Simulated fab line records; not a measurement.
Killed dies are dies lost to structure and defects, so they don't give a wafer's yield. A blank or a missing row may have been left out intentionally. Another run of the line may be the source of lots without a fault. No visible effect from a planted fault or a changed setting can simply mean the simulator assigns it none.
Chamber matching | flow gf180mcu | 3 sister chambers for GF_STI_CVD_23 on hdpcvd-02
The step deposits SiO2, target thk 650 nm, time 108.3 s. 14 wafers are shown with their chamber, then 6 later ones without.

== WAFERS WITH THEIR CHAMBER ==
wafer  | chamber | pressure mtorr (mTorr)
L177.1 | 0       | 5.989
L177.2 | 1       | 6.015
L177.4 | 0       | 5.996
L185.1 | 1       | 5.996
L185.4 | 2       | 5.993
L185.6 | 1       | 5.993
L186.1 | 0       | 6.006
L186.2 | 2       | 5.998
L186.4 | 2       | 5.998
L187.3 | 0       | 5.996
L187.5 | 1       | 6.003
L189.2 | 2       | 6.023
L189.4 | 1       | 6.010
L189.6 | 2       | 6.014

SIGNATURES (means of the wafers above)
reading        | chamber 0 | chamber 1 | chamber 2 | scatter within a chamber
pressure mtorr | 5.99675   | 6.00340   | 6.00520   | 0.0102
Rule: for a wafer and a chamber, the distance is found by dividing, reading by reading, the gap between the wafer's reading and the chamber's mean by the reading's scatter, squaring, summing and taking the root. The wafer belongs to the nearest chamber; if the next one is less than 2 further off, it can't be placed. The scatter: the root of (the sum of the squares of (reading less its chamber's mean) over the shown wafers, divided by (wafers less chambers)).

== WAFERS WITHOUT THEIR CHAMBER ==
wafer  | pressure mtorr (mTorr)
L191.1 | 6.023
L191.2 | 5.989
L191.5 | 6.008
L192.1 | 6.005
L192.5 | 6.002
L192.6 | 5.989

== EACH ONE'S CHAMBER ==
wafer  | from the rows above          | in truth
L191.1 | can't be placed: 2 or 1 or 0 | 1
L191.2 | can't be placed: 0 or 1 or 2 | 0
L191.5 | can't be placed: 2 or 1 or 0 | 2
L192.1 | can't be placed: 2 or 1 or 0 | 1
L192.5 | can't be placed: 1 or 2 or 0 | 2
L192.6 | can't be placed: 0 or 1 or 2 | 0
0 of 6 placed correctly. Not placeable from these rows: 6 (in 6, the candidates include the true chamber). Number placed wrongly: 0.
